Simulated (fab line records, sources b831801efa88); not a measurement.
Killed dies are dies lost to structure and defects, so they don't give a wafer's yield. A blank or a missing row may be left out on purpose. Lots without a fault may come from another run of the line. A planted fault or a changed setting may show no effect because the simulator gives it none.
fab line records | flow gf180mcu
record lots=14 wafers=42 last_day=34
route steps=602 shown HV_LDD@196
lots that met no fault: from a run of the same line without faults
start_h: hours from the record's first day to the start of the lot's first wafer shown | wait_h: hours since the lot's step before | " the same as in the row above | L1.1+2: a row that stands for several wafers | - no value, or no start given | * or withheld: withheld | < > ~ a bound
route shown NAME@n: a module of which the file shows steps, and the number in the route of the first | usual: mean/standard deviation of fault-free wafers | same: alike in all rows | chamber/n: place in a boat | sites: the reading at each site | _std_site: their standard deviation | _edge_site: outer sites' mean less inner sites' | radius_mm: how far each site lies from the wafer's centre | mask NAME#n: copy n | behind: the tool/chamber that last shaped the wafer | hold: why the lot was held/for how many hours/how that ended | device: the transistor (n, p or np) that didn't switch | end of line: the same wafers' tests at the end of the route | a step without rows: its recipe alone | killed: dies lost to structure and defects at the first sort, not the wafer's yield | map: a wafer's dies, x killed, . not, _ none there
set.NAME: the setting as run; set.NAME@STEP: as run at that earlier step | model.NAME: the simulator's own value behind a step, which no gauge read
steps of the route over a sample of lots; a table a step, a row a wafer
services: from which hour (start_h, from the record's first day; less than 0 if before it) a tool's chamber was out of use, for how many hours, and why
## steps
# step GF_HV_LDD_OVL_MEAS_20
# usual HV_LDD_01_OVL=-0.8/1.3
# columns lot.wafer tool chamber start_h wait_h HV_LDD_01_OVL[nm]
L777.1 overlay-02 - 233.77 0.1 -0.7
L777.5 " - " " 0.3
L777.6 " - " " -1.3
L779.2 overlay-01 - 248.03 0.1 0.2
L779.3 " - " " -1.2
L779.5 " - " " 0.2
L780.1 overlay-01 - 258.56 0.1 0.8
L780.3 " - " " 1.2
L780.5 " - " " -0.3
L781.3 overlay-01 - 265.57 0.1 0.9
L781.5 " - " " -0.4
L781.6 " - " " 0.1
L782.2 overlay-01 - 272.96 0.1 -1.9
L782.4 " - " " -1.1
L782.6 " - " " -1.1
L784.2 overlay-02 - 286.46 0.1 0.2
L784.3 " - " " -1.3
L784.6 " - " " 0.0
L785.1 overlay-01 - 296.32 0.1 -0.3
L785.2 " - " " 0.8
L785.5 " - " " 0.2
L787.1 overlay-01 - 310.97 0.1 -0.9
L787.2 " - " " -1.6
L787.3 " - " " -1.2
L788.3 overlay-01 - 319.19 0.1 0.6
L788.5 " - " " 1.6
L788.6 " - " " -0.5
L793.2 overlay-02 - 357.13 0.1 -0.6
L793.4 " - " " -1.0
L793.5 " - " " 0.1
L797.2 overlay-02 - 384.83 0.1 0.8
L797.5 " - " " 2.7
L797.6 " - " " -1.2
L798.1 overlay-02 - 394.15 0.1 0.3
L798.3 " - " " -0.4
L798.6 " - " " -0.1
L799.3 overlay-02 - 399.72 0.1 2.2
L799.4 " - " " 0.5
L799.6 " - " " 2.0
L800.1 overlay-02 - 409.07 0.1 -1.7
L800.5 " - " " -1.4
L800.6 " - " " -1.7
# step GF_HV_LDD_TW_MEAS_38
# usual HV_LDD_3_TW=1437/11
# columns lot.wafer tool chamber start_h wait_h HV_LDD_3_TW
L777.1 film_metro-04 - 252.84 0.1 1447
L777.5 " - " " 1445
L777.6 " - " " 1450
L779.2 film_metro-04 - 268.12 0.1 1439
L779.3 " - " " 1435
L779.5 " - " " 1445
L780.1 film_metro-02 - 278.55 0.1 1442
L780.3 " - " " 1438
L780.5 " - " " 1449
L781.3 film_metro-04 - 286.82 0.1 1438
L781.5 " - " " 1434
L781.6 " - " " 1431
L782.2 film_metro-01 - 293.11 0.1 1424
L782.4 " - " " 1417
L782.6 " - " " 1419
L784.2 film_metro-02 - 307.41 0.1 1441
L784.3 " - " " 1437
L784.6 " - " " 1450
L785.1 film_metro-01 - 316.79 0.1 1414
L785.2 " - " " 1423
L785.5 " - " " 1422
L787.1 film_metro-01 - 332.26 0.1 1412
L787.2 " - " " 1418
L787.3 " - " " 1415
L788.3 film_metro-01 - 341.41 0.1 1413
L788.5 " - " " 1426
L788.6 " - " " 1420
L793.2 film_metro-02 - 381.00 0.1 1458
L793.4 " - " " 1455
L793.5 " - " " 1452
L797.2 film_metro-02 - 408.46 0.1 1432
L797.5 " - " " 1432
L797.6 " - " " 1443
L798.1 film_metro-04 - 418.55 0.1 1439
L798.3 " - " " 1441
L798.6 " - " " 1447
L799.3 film_metro-02 - 424.46 0.1 1436
L799.4 " - " " 1439
L799.6 " - " " 1440
L800.1 film_metro-02 - 434.00 0.1 1440
L800.5 " - " " 1449
L800.6 " - " " 1442
# step GF_HV_LDD_IMPLANT_48
# recipe species=B energy_kev=25 dose_cm2=3e+13 tilt_deg=7
# usual beam_energy_keV=25.000/0.0073 beam_on_s=10.00/0.22
# columns lot.wafer tool chamber start_h wait_h beam_energy_keV beam_on_s
L777.1 implanter-02 0 271.75 0.0 25.003 9.95
L777.5 " 0 " " 25.007 10.18
L777.6 " 0 " " 24.991 9.81
L779.2 implanter-02 0 288.08 0.0 24.998 9.78
L779.3 " 0 " " 25.019 9.94
L779.5 " 0 " " 24.999 10.11
L780.1 implanter-03 0 298.96 0.0 24.992 9.96
L780.3 " 0 " " 24.988 10.70
L780.5 " 0 " " 24.992 9.62
L781.3 implanter-02 0 307.59 0.1 25.006 10.06
L781.5 " 0 " " 25.008 10.04
L781.6 " 0 " " 25.014 10.31
L782.2 implanter-03 0 313.58 0.0 25.002 9.87
L782.4 " 0 " " 25.011 10.32
L782.6 " 0 " " 24.992 10.07
L784.2 implanter-04 0 328.18 0.0 25.007 10.13
L784.3 " 0 " " 24.988 10.18
L784.6 " 0 " " 24.994 10.10
L785.1 implanter-02 0 337.69 0.0 24.999 9.50
L785.2 " 0 " " 25.006 9.66
L785.5 " 0 " " 25.005 9.91
L787.1 implanter-03 - 353.84 0.0 - -
L787.2 " - " " - -
L787.3 " - " " - -
L788.3 implanter-02 - 363.05 0.1 - -
L788.5 " - " " - -
L788.6 " - " " - -
L793.2 implanter-02 0 403.73 0.0 24.988 9.70
L793.4 " 0 " " 24.989 9.95
L793.5 " 0 " " 25.004 9.90
L797.2 implanter-02 0 432.37 0.0 25.001 10.01
L797.5 " 0 " " 24.997 10.23
L797.6 " 0 " " 25.003 9.74
L798.1 implanter-02 0 443.04 0.0 25.010 10.32
L798.3 " 0 " " 25.003 9.89
L798.6 " 0 " " 24.998 9.83
L799.3 implanter-03 0 449.40 0.1 24.992 10.15
L799.4 " 0 " " 24.996 9.80
L799.6 " 0 " " 24.996 9.73
L800.1 implanter-02 0 458.75 0.0 25.009 9.53
L800.5 " 0 " " 25.002 9.95
L800.6 " 0 " " 25.004 10.21
# step GF_HV_LDD_STRIP_49
# recipe chemistry=O2/N2 power_w=1400 pressure_mtorr=1500 platen_temp_c=250 o2_flow_sccm=3000 n2_flow_sccm=300 overash_fraction=0.5
# usual drypump_motor_current_A=5.89/0.24 heater_power_w=354/32 oes_product_au=0.716/0.005 strip_time_to_endpoint_s=12.64/0.036
# columns lot.wafer tool chamber start_h wait_h drypump_motor_current_A heater_power_w oes_product_au rf_hours_counter_h strip_time_to_endpoint_s
L777.1 plasma_asher-03 0 271.92 0.1 6.04 329 0.719 64 12.56
L777.5 " 1 " " 5.27 289 0.719 - 12.52
L777.6 " 0 " " 6.01 334 0.723 - 12.53
L779.2 plasma_asher-04 1 288.20 0.1 5.98 407 0.709 64 12.67
L779.3 " 0 " " 5.83 350 0.722 - 12.68
L779.5 " 1 " " 5.97 400 0.721 - 12.63
L780.1 plasma_asher-02 0 299.11 0.1 5.94 341 0.716 47 12.64
L780.3 " 1 " " 6.14 370 0.701 - 12.67
L780.5 " 0 " " 5.91 340 0.716 - 12.67
L781.3 plasma_asher-02 1 307.73 0.1 6.11 373 0.721 - 12.63
L781.5 " 0 " " 5.91 339 0.710 - 12.64
L781.6 " 1 " " 6.13 381 0.720 - 12.62
L782.2 plasma_asher-03 0 313.70 0.1 5.94 334 0.717 70 12.60
L782.4 " 1 " " 5.25 293 0.724 - 12.58
L782.6 " 1 " " 5.22 288 0.712 - 12.61
L784.2 plasma_asher-02 1 328.31 0.1 6.12 382 0.713 50 12.68
L784.3 " 0 " " 5.92 345 0.717 - 12.65
L784.6 " 1 " " 6.13 380 0.712 - 12.66
L785.1 plasma_asher-02 0 337.84 0.1 5.90 337 0.712 51 12.62
L785.2 " 1 " " 6.12 372 0.714 51 12.66
L785.5 " 0 " " 5.92 337 0.715 - 12.64
L787.1 plasma_asher-04 1 353.99 0.1 5.97 414 0.715 71 12.62
L787.2 " 0 " " 5.87 345 0.713 71 12.63
L787.3 " 0 " " 5.88 341 0.718 - 12.61
L788.3 plasma_asher-04 0 363.19 0.1 5.85 346 0.712 - 12.62
L788.5 " 1 " " 5.97 397 0.714 - 12.64
L788.6 " 0 " " 5.87 344 0.716 - 12.62
L793.2 plasma_asher-03 0 403.85 0.1 5.94 337 0.720 79 12.59
L793.4 " 1 " " 5.25 294 0.719 - 12.57
L793.5 " 0 " " 5.93 331 0.722 - 12.62
L797.2 plasma_asher-04 0 432.49 0.1 5.85 345 0.711 79 12.64
L797.5 " 1 " " 5.96 397 0.723 - 12.67
L797.6 " 0 " " 5.83 333 0.711 - 12.65
L798.1 plasma_asher-04 1 443.19 0.1 5.96 404 0.715 80 12.64
L798.3 " 0 " " 5.85 335 0.726 - 12.68
L798.6 " 0 " " 5.85 348 0.713 - 12.62
L799.3 plasma_asher-02 0 449.54 0.1 5.92 346 0.709 - 12.67
L799.4 " 1 " " 6.11 376 0.710 - 12.65
L799.6 " 1 " " 6.09 378 0.718 - 12.66
L800.1 plasma_asher-04 0 458.90 0.1 5.87 340 0.723 82 12.54
L800.5 " 1 " " 5.95 390 0.711 - 12.63
L800.6 " 0 " " 5.84 351 0.717 - 12.59
# step GF_HV_LDD_TW_MEAS_50
# usual HV_LDD_4_TW=569/4.7
# columns lot.wafer tool chamber start_h wait_h HV_LDD_4_TW
L777.1 film_metro-04 - 272.02 0.1 569
L777.5 " - " " 568
L777.6 " - " " 568
L779.2 film_metro-02 - 288.31 0.1 572
L779.3 " - " " 572
L779.5 " - " " 570
L780.1 film_metro-04 - 299.21 0.1 568
L780.3 " - " " 569
L780.5 " - " " 571
L781.3 film_metro-01 - 307.81 0.1 562
L781.5 " - " " 561
L781.6 " - " " 564
L782.2 film_metro-02 - 313.81 0.1 572
L782.4 " - " " 569
L782.6 " - " " 570
L784.2 film_metro-02 - 328.42 0.1 574
L784.3 " - " " 575
L784.6 " - " " 570
L785.1 film_metro-01 - 337.94 0.1 565
L785.2 " - " " 563
L785.5 " - " " 560
L787.1 film_metro-04 - 354.09 0.1 30
L787.2 " - " " 30
L787.3 " - " " 30
L788.3 film_metro-04 - 363.27 0.1 30
L788.5 " - " " 30
L788.6 " - " " 30
L793.2 film_metro-04 - 403.96 0.1 567
L793.4 " - " " 569
L793.5 " - " " 569
L797.2 film_metro-02 - 432.60 0.1 573
L797.5 " - " " 571
L797.6 " - " " 572
L798.1 film_metro-02 - 443.29 0.1 574
L798.3 " - " " 572
L798.6 " - " " 573
L799.3 film_metro-04 - 449.62 0.1 572
L799.4 " - " " 572
L799.6 " - " " 571
L800.1 film_metro-04 - 459.00 0.1 571
L800.5 " - " " 573
L800.6 " - " " 572
## services
# columns tool chamber start_h hours kind
plasma_asher-02 - 260.85 18.8 repair
implanter-02 - 266.59 5.1 repair
plasma_asher-04 - 271.63 3.5 repair
plasma_asher-02 - 276.27 0.8 repair
implanter-02 - 279.20 3.8 pm
plasma_asher-02 - 289.55 1.9 repair
implanter-02 - 295.65 4.7 repair
implanter-02 - 316.01 3.3 repair
plasma_asher-03 - 336.43 11.6 pm
implanter-03 - 348.09 2.0 repair
plasma_asher-04 - 356.59 5.7 repair
plasma_asher-03 - 374.18 0.6 repair
implanter-03 - 398.20 3.3 pm
implanter-04 - 400.81 5.7 pm
implanter-04 - 412.95 5.2 repair
plasma_asher-02 - 415.58 7.5 repair
plasma_asher-03 - 421.25 9.0 pm
plasma_asher-03 0 421.25 9.0 vent_cycle
plasma_asher-03 1 421.25 9.0 vent_cycle
implanter-04 - 429.61 0.8 repair
plasma_asher-03 0 430.25 - clean
plasma_asher-03 1 430.25 - clean
implanter-04 - 454.88 3.2 repair
plasma_asher-02 - 456.65 4.6 repair
## key
first_sign step=GF_HV_LDD_IMPLANT_48 reading=tool_record direction=missing
effect step=GF_HV_LDD_TW_MEAS_50 reading=HV_LDD_4_TW direction=down sigmas=99+ usual=569 struck=30
met_at GF_HV_LDD_IMPLANT_48
struck_lots L787,L788
later_rows_left_out L787.1,L787.2,L787.3,L788.3,L788.5,L788.6
sort_left_out L787.1,L787.2,L787.3,L788.3,L788.5,L788.6
tester_left_out L787,L788
not_acting_at GF_HV_LDD_OVL_MEAS_20,GF_HV_LDD_TW_MEAS_38,GF_HV_LDD_STRIP_49
onset_between 337.69 353.84
fault kind=skipped_step_whole tool=implanter-02,implanter-03 chamber=- onset_h=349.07 steps=GF_HV_LDD_IMPLANT_48 scope=struck_lots_only
# tester_left_out: of these lots the tester's yield and bins aren't shown, on N5 and GAA mostly nor the transistor test; their killed dies are dies lost to structure and defects alone, not to doping, threshold or leakage, so they don't give the yield
# sort_left_out: the simulated sort isn't trusted on such a fault, so these wafers' sort isn't shown, and their yield isn't known
# later_rows_left_out: the simulator's readings of these wafers behind a module that went badly wrong aren't trusted and aren't shown, but for the sort
